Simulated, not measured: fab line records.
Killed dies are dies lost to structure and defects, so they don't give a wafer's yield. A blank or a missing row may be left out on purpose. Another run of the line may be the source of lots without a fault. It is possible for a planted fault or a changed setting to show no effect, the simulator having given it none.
Struck lot and sound lot, side by side | flow sky130 | 15 steps out of a route of 708
Sound: wafers L739.4, L739.5, L739.6. Wafers struck: L747.1, L747.3, L747.6. The cause is named last.
Order at every step that has rows: each side's tool, ch and its chambers, its first start. Under that, the readings that differ: sound wafers | struck wafers | difference of the means | sigmas: that difference in standard deviations of wafers without a fault.
alike: same words and numbers on both sides, and readings whose means sit less than 2 such deviations apart. not compared: any withheld reading, any reading some wafer has no value for, any bound like >300 that may hide the same value, and any number with overlapping values for which the record gives no deviation.
A row with sigmas, a row that says differs or no value, or rows on one side alone: a step with any of these is where the two part. Numbers that don't overlap but have no deviation are shown without sigmas and don't part them. Lack of a reading on every wafer of one side parts them only where that side has two or more wafers.

SKY_METAL2_THK_MEAS_06: measures by xrf.
  sound on filmMetro-01 at day 37 13:34; struck on filmMetro-01 at day 40 06:29
  alike: METAL2_ALCU_THK
then, 8 steps without rows for these wafers: SKY_METAL2_DEHYDRATE_07 (time 60 s); SKY_METAL2_HMDS_08 (prime time 60 s); SKY_METAL2_COAT_09 (resist thk 60 nm); SKY_METAL2_COAT_10 (resist thk 450 nm); SKY_METAL2_SOFTBAKE_11 (time 90 s); SKY_METAL2_EXPOSE_12 (exposes mask MM2, target cd 140 nm); SKY_METAL2_PEB_13; SKY_METAL2_DEVELOP_14 (develop time 60 s).
SKY_METAL2_CD_MEAS_15: target cd 140 nm.
  sound on cdSem-01 at day 38 15:53; struck on cdSem-02 at day 41 06:07
  alike: cdNm
SKY_METAL2_OVL_MEAS_16:
  sound on overlay-01 at day 38 15:57; struck on overlay-01 at day 41 06:14
  alike: METAL2_OVL
SKY_METAL2_DESCUM_17: chemistry O2, time 8 s.
  sound on rieMetal-02 ch 1, day 38 16:00; struck on rieMetal-01 ch 1, day 41 06:16
  alike: drypumpMotorCurrentA, oesProductAu
  not compared: rfHoursCounterH
SKY_METAL2_ETCH_18: etches BARC in N2/H2, stops on SiO2, time 45.9 s, target depth 60 nm.
  sound on rieMetal-02 ch 1, day 38 16:06; struck on rieMetal-01 ch 1, day 41 06:18
reading                                      | sound           | struck            | difference | sigmas
model.KrF-thick_of_METAL2_COAT_10.thkNm (nm) | 395 395.4 394.1 | 395.6 396.8 396.6 | +1.5       | 
  alike: drypumpMotorCurrentA, n2FlowSccm, oesProductAu, throttleValvePct
  not compared: rfHoursCounterH
SKY_METAL2_METAL_ETCH_19: etches the open film in Cl2/BCl3, stops on SiO2, target depth 360 nm, time 78 s.
  sound on rieMetal-02 ch 1, day 38 16:15; struck on rieMetal-01 ch 1, day 41 06:22
  alike: drypumpMotorCurrentA, oesProductAu, throttleValvePct
  not compared: rfHoursCounterH
then, 1 step without rows for these wafers: SKY_PAD_OPEN_PROBE_99.

WHERE THEY PART
Nowhere in this record.

WHY: what the simulator had put in
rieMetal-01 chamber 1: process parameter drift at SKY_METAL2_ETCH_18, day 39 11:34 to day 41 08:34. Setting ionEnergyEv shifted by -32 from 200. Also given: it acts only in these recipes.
